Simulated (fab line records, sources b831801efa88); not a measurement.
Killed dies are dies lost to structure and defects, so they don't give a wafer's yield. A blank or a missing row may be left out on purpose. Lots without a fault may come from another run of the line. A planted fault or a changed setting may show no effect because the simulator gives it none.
Problem report in the 8D (eight disciplines) form, filled by code | flow gf180mcu | the parts of the form that need people (team, actions taken, sign-off) are left out

1. THE PROBLEM
developer_temp_C at GF_V5_DEVELOP_13 reads a mean of 20.14 C on 6 wafers of 2 lots; wafers without a fault read 20.99 C with a standard deviation of 0.097. That is -8.8 standard deviations from the usual mean.
The step: develop time 60 s.
First seen on wafer L536.1, day 29 18:46, on litho_track-02. The record holds 39 wafers of 13 lots with a number at this step. Rule for "out", or "out of limits": more than 4 standard deviations from the usual mean. The other wafers with a number count as sound.

2. WHAT IT IS AND WHAT IT IS NOT
question                    | is                     | is not
which readings at this step | developer_temp_C       | -
which lots                  | L536, L538             | L528, L530, L531, L532, L533, L537, L544, L547, L549, L550, L551
which wafers of those lots  | all that have a number | -
read on which tools         | litho_track-02         | litho_track-01, litho_track-03
when                        | from day 29 18:46      | up to then (15 sound wafers); but 18 sound wafers of L537, L544, L547, L549, L550, L551 came after

3. SUSPECTS, AND WHAT RULES EACH OUT
Counting: a tool at a process step up to the reading stays a suspect if it ran every lot that is out and no sound lot after the first of them.
- litho_track-02 at GF_V5_DEVELOP_13 (develop time 60 s): ruled out as a lasting fault. Sound lots L549 ran on it after its first lot that is out, L536 (day 29 18:46).
Left after counting: nothing in the record.

4. THE CAUSE (what the simulator had put in)
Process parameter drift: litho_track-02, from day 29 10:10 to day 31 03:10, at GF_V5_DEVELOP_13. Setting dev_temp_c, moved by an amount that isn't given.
Counting ruled it out, wrongly.

5. THE CHAIN OF EFFECTS, in route order
Each row: a reading whose mean over the struck wafers that have a number lies more than 3 standard deviations from the usual. Only readings for which the record gives a usual standard deviation are gone through. hours: the time from each lot's start at the first step in this table that gives one to its start at this step, as a median over the lots. sigmas: the change in usual standard deviations.
hours | step             | reading          | usual   | on struck wafers | change | sigmas
0     | GF_V5_DEVELOP_13 | developer_temp_C | 20.99 C | 20.14            | -0.85  | -8.8
The process steps in it:
- GF_V5_DEVELOP_13: develop time 60 s.
Later measuring or inspecting steps at which every struck wafer that the step has a row for has a number for every such reading, and none has moved that far: GF_V5_CD_MEAS_14.

6. WHAT WOULD HAVE CAUGHT IT SOONER
In this record the first reading out of limits was taken at day 29 18:46, 9 hours after the fault began at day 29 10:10.
